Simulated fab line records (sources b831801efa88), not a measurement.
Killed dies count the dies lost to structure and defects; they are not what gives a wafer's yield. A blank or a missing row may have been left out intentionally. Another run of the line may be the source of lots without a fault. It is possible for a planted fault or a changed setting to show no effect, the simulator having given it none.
8D (eight disciplines) problem report, filled in by code    flow gf180mcu    the parts of the form that need people (team, actions taken, sign-off) are left out

1. PROBLEM STATEMENT
Across 2 wafers from 2 lots, MIM_ALCU_RS at GF_MIM_RS_MEAS_10 averages 0.2071 ohm/sq, while fault-free wafers read 0.1596 ohm/sq with a standard deviation of 0.0017. Measured from the usual mean, that is +28 standard deviations.
The step: measures by four-point-probe.
First seen on wafer L203.5, day 29 23:38, on film-metro-04. The record holds 31 wafers of 11 lots with a number at this step. By rule, "out" or "out of limits" means more than 4 standard deviations away from the usual mean. The rest of the wafers with a number are treated as sound.

2. WHAT IT IS; WHAT IT IS NOT
question                     is                            is not
which readings at this step  MIM_ALCU_RS                   -
which lots                   L203, L205                    L187, L189, L192, L193, L195, L196, L208, L209, L210
which wafers of those lots   L203.5, L205.6                L203.2, L205.2
read on which gauges         film-metro-02, film-metro-04  -
when                         from day 29 23:38             up to then (19 sound wafers); but 10 sound wafers of L205, L208, L209, L210 came after

3. THE SUSPECTS, EACH WITH WHAT RULES IT OUT
Counting: any tool at a process step up to the reading remains a suspect provided it ran every lot that is out. Sound lots after the first of them don't rule it out here, since some wafers of a struck lot are sound.
- the gauge at GF_MIM_RS_MEAS_10 has been ruled out. 2 gauges (film-metro-02, film-metro-04) read the wafers that are out.
- pecvd-04 at GF_MIM_CVD_05 (deposits Si3N4, target thk 42 nm, time 29.086 s): kept. It processed each lot that is out (first: L203, day 29 23:22); up to then, its last sound lot is L195 (day 27 13:14).
- pvd-sputter-02 at GF_MIM_SPUTTER_08 (material AlCu, target thk 200 nm, time 10.6 s): kept. It processed each lot that is out (first: L203, day 29 23:31); up to then, its last sound lot is L196 (day 27 16:22).
The count leaves pvd-sputter-02 at GF_MIM_SPUTTER_08 and pecvd-04 at GF_MIM_CVD_05.

4. THE CAUSE (what the simulator had put in)
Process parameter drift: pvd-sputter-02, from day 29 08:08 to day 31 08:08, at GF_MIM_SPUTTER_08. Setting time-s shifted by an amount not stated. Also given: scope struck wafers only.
Counting leaves 2 suspects; this tool is one of them.

5. THE EFFECT CHAIN, in route order
Each row: a reading where the mean over the struck wafers with a number is more than 3 standard deviations away from the usual. Only readings for which the record gives a usual standard deviation are gone through. hours: the time from each lot's start at the first step in this table that gives one to its start at this step, as a median over the lots. sigmas: the change in usual standard deviations.
hours  step                  reading             usual          on struck wafers  change   sigmas
0      GF_MIM_RS_MEAS_10     MIM_ALCU_RS         0.1596 ohm/sq  0.2071            +0.0475  +28
0      GF_MIM_THK_MEAS_11    MIM_ALCU_THK        202.2 nm       157.6             -44.6    -19
18     GF_MIM_METAL_ETCH_19  oes-product-au      0.943 a.u.     0.857             -0.086   -13
18     GF_MIM_METAL_ETCH_19  throttle-valve-pct  28.282 %       28.378            +0.096   +9.9
It contains these process steps:
- GF_MIM_METAL_ETCH_19: etches the open film in Cl2/BCl3, stops on Si3N4, target depth 324.5 nm, time 54.1 s.

6. WHAT WOULD HAVE CAUGHT IT SOONER
The first out-of-limits reading at a measuring or inspecting step in this record came at day 29 23:38, 16 hours after the fault's start at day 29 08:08.
An alarm limit of 4 standard deviations would not have fired on the tool readings at GF_MIM_SPUTTER_08 for which the record gives a usual standard deviation, since none of them was out on any struck wafer.
Among the 2 lots that are out, L205 began GF_MIM_SPUTTER_08 on pvd-sputter-02 after day 29 23:38. Had the tool been put on hold then, it would have been spared.
